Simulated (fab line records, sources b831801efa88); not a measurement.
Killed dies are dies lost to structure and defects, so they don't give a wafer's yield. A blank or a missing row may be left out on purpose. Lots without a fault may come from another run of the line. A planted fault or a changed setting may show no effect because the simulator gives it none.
Which tool did it? | flow gf180mcu | 14 lots, 42 wafers sampled, at 2 steps of a route of 602

WHAT THE GAUGES READ, wafer by wafer
GF_V5_THK_MEAS_01. Usual: V5_CVD_00_THK 297 nm, standard deviation 3.1.
lot  | measured     | on            | V5_CVD_00_THK (nm) | flag
L175 | day 26 09:37 | film_metro-02 | 297 301 300        |
L176 | day 26 16:25 | film_metro-02 | 299 299 303        |
L178 | day 27 09:14 | film_metro-04 | 296 299 291        |
L180 | day 28 04:20 | film_metro-04 | 299 298 302        |
L181 | day 28 13:37 | film_metro-03 | 290 296 295        |
L183 | day 29 05:26 | film_metro-04 | 301 298 298        |
L184 | day 29 16:04 | film_metro-03 | 296 299 301        |
L185 | day 29 18:14 | film_metro-02 | 301 301 296        |
L187 | day 30 03:46 | film_metro-03 | 294 291 296        |
L188 | day 30 17:05 | film_metro-03 | 300 301 297        |
L189 | day 30 21:05 | film_metro-03 | 293 298 300        |
L193 | day 31 19:52 | film_metro-04 | 298 296 296        |
L195 | day 32 07:47 | film_metro-04 | 299 300 301        |
L197 | day 32 18:02 | film_metro-04 | 299 298 303        |

GF_V5_BOW_MEAS_05. Usual: V5_BOW 131 um, standard deviation 9.
lot  | measured     | on            | V5_BOW (um) | flag
L175 | day 26 10:10 | film_metro-04 | 129 143 124 |
L176 | day 26 16:56 | film_metro-03 | 151 152 138 |
L178 | day 27 09:46 | film_metro-04 | 120 118 119 |
L180 | day 28 04:52 | film_metro-03 | 127 131 136 |
L181 | day 28 14:09 | film_metro-03 | 120 127 122 |
L183 | day 29 05:58 | film_metro-04 | 137 132 131 |
L184 | day 29 16:36 | film_metro-04 | 131 126 125 |
L185 | day 29 18:47 | film_metro-03 | 138 128 126 |
L187 | day 30 04:17 | film_metro-03 | 128 129 137 |
L188 | day 30 17:37 | film_metro-04 | 118 123 125 |
L189 | day 30 21:37 | film_metro-04 | 141 124 141 |
L193 | day 31 20:23 | film_metro-04 | 120 125 128 |
L195 | day 32 08:19 | film_metro-02 | 152 140 130 |
L197 | day 32 18:35 | film_metro-02 | 129 133 137 |

WHICH TOOL RAN EACH LOT (tool, then ch and the chambers of the sampled wafers, then the start)
The record holds no process step before these readings.

WHAT THE TOOLS THEMSELVES READ (means of the sampled wafers that have a number; where no wafer has one, the mark that the record gives instead)
The record holds no such reading with a usual standard deviation.

THE ANSWER, worked out from the rows above alone
Rule: a lot is off if the mean of its wafers that have a number lies more than 3 standard deviations from the usual mean. A lot without any number at a reading at which 4 lots or more have one is off too. The other lots that the step has rows for count as sound. The gauges are gone through in route order, then the tools' own readings, and for those a lot's mean is taken as printed above. The first step at which some lot is off is used, and at that step the reading that is off furthest; a lot without a number counts as furthest.
No lot is off at any reading shown: from this, nothing can be told.

WHAT THE SIMULATOR HAD PUT IN
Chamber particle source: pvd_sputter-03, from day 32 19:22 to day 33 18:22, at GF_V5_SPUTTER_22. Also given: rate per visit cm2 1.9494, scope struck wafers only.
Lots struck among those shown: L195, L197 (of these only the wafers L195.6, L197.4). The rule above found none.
